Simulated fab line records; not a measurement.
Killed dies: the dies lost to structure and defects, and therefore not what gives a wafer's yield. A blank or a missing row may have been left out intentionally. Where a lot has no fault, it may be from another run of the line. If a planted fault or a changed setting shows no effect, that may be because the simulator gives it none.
What tool caused it?	flow sky130	7 lots with 21 wafers sampled at 3 steps, on a route of 708 steps

## WHAT THE GAUGES READ, wafer by wafer
SKY_VT_ADJUST_PCH_TW_MEAS_10.
lot	measured	on	VT_ADJUST_PCH_TW
L828	day 10 12:52	film_metro-01	142.7 144.0 143.7
L833	day 12 10:59	film_metro-02	143.5 143.6 143.8
L836	day 13 04:32	film_metro-04	142.6 143.5 143.0
L839	day 14 10:38	film_metro-02	30.0 29.9 30.0
L841	day 15 02:22	film_metro-04	141.8 142.6 141.7
L847	day 16 19:40	film_metro-02	143.1 143.8 142.5
L850	day 17 20:44	film_metro-01	143.1 143.6 143.7

## TOOL THAT RAN EACH LOT (tool first, then ch and the chambers of the sampled wafers, then the start)
lot	SKY_VT_ADJUST_HVTR_STRIP_10	SKY_VT_ADJUST_PCH_STRIP_09
L828	plasma_asher-03 ch 0,1, day 9 13:18	plasma_asher-02 ch 0,1, day 10 12:46
L833	plasma_asher-01 ch 0,1, day 11 11:22	plasma_asher-02 ch 0,1, day 12 10:53
L836	plasma_asher-03 ch 0,1, day 12 03:25	plasma_asher-02 ch 0,1, day 13 04:26
L839	plasma_asher-03 ch 0,1, day 13 07:59	plasma_asher-02 ch 0,1, day 14 10:32
L841	plasma_asher-01 ch 0,1, day 13 23:29	plasma_asher-04 ch 0,1, day 15 02:16
L847	plasma_asher-01 ch 0,1, day 15 14:32	plasma_asher-04 ch 0,1, day 16 19:34
L850	plasma_asher-04 ch 0,1, day 16 14:57	plasma_asher-04 ch 1, day 17 20:38
- SKY_VT_ADJUST_HVTR_STRIP_10: strips in O2/N2.
- SKY_VT_ADJUST_PCH_STRIP_09: strips in O2/N2.

## THE ANSWER, worked out from the rows above alone
Rule: the usual values come from the lots themselves. The widest of any qualifying gaps counts: lots, ordered by their means at a reading, are off when they make up no more than a third of the lots, leave a main group of 4 or more, and stand apart from it by 3 or more times the standard deviation of that group's means. A main group is skipped when, at the precision printed for the reading in the tables above, its means are all equal. Also off: a lot with no number at a reading for which 4 or more lots have one. Where the step has rows for the other lots, those lots are counted as sound.
Off: at SKY_VT_ADJUST_PCH_TW_MEAS_10 (VT_ADJUST_PCH_TW), L839. Mean 143.1 and standard deviation 0.53 in the main group.
If a tool, at a process step before that reading, ran all the lots that are off and no sound lot after the first of them, it fits. The gauges at SKY_VT_ADJUST_PCH_TW_MEAS_10 are tried like those tools. 2 tools fit, plasma_asher-03 at SKY_VT_ADJUST_HVTR_STRIP_10 and plasma_asher-02 at SKY_VT_ADJUST_PCH_STRIP_09, so this cannot tell which one it is.

## WHAT THE SIMULATOR HAD INSERTED
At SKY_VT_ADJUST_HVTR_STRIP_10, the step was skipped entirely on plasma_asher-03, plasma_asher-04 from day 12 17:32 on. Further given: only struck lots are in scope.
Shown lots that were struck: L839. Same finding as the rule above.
